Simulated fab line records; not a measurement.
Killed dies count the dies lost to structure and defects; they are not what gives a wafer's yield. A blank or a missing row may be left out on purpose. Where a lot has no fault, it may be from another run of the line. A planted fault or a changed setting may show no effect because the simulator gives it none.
Chamber matching -- flow sfqLine -- cmp-01 running SFQ_TRILAYER_I3_CMP_CMP_082: 4 sister chambers
The step polishes SiO2. 18 wafers are shown with their chamber, then 8 later ones without.

WAFERS, EACH WITH ITS CHAMBER
wafer,chamber,motorCurrentA (A),timeToEndpointS (s),slurryFlowMlMin
L207.2,0,10.9,208,150.5
L207.3,3,9.6,211,149.3
L207.4,2,10.1,208,149.5
L209.2,2,10.4,206,149.7
L209.3,3,9.9,213,150.1
L209.5,0,10.6,206,150.1
L210.2,1,10.0,215,150.0
L210.4,2,10.5,215,150.1
L210.6,1,10.3,210,149.3
L211.4,0,10.6,213,149.2
L211.5,2,10.4,208,150.2
L211.6,3,9.5,216,150.7
L214.1,1,10.2,209,150.5
L214.4,2,10.4,216,149.5
L214.3,0,11.4,205,150.3
L215.2,3,10.3,220,149.2
L215.4,2,10.2,211,149.4
L215.6,1,10.3,219,150.5

SIGNATURES, as means of the wafers listed above
reading,chamber 0,chamber 1,chamber 2,chamber 3,scatter within a chamber
motorCurrentA,10.875,10.200,10.333,9.825,0.266
timeToEndpointS,208.00,213.25,210.67,215.00,4.07
slurryFlowMlMin,150.025,150.075,149.733,149.825,0.537
Rule: for a wafer and a chamber, the distance is found by dividing, reading by reading, the gap between the wafer's reading and the chamber's mean by the reading's scatter, squaring, summing and taking the root. If the next closest chamber is less than 2 further off than the closest, the wafer can't be placed; otherwise it belongs to the closest. The scatter: take each reading less its chamber's mean, square it, sum over the shown wafers, divide by the number of wafers less the number of chambers, and take the root.

WAFERS WHOSE CHAMBER IS MISSING
wafer,motorCurrentA (A),timeToEndpointS (s),slurryFlowMlMin
L216.3,11.1,195,149.7
L216.4,9.9,212,150.1
L216.5,10.5,205,150.0
L226.2,9.6,198,150.5
L226.6,10.9,200,149.2
L228.4,9.9,216,149.8
L228.5,10.0,193,150.3
L228.6,10.9,205,149.9

WHICH CHAMBER EACH WENT THROUGH
wafer,from the rows above,in truth
L216.3,can't be placed: 0 or 2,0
L216.4,can't be placed: 3 or 1 or 2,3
L216.5,can't be placed: 0 or 2 or 1 or 3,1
L226.2,can't be placed: 2 or 3 or 1 or 0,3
L226.6,can't be placed: 0 or 2 or 1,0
L228.4,can't be placed: 3 or 1 or 2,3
L228.5,can't be placed: 2 or 0 or 1 or 3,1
L228.6,can't be placed: 0 or 2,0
0 of 8 placed correctly. These rows do not allow placing 8 (true chamber among the candidates in 8). Number placed wrongly: 0.
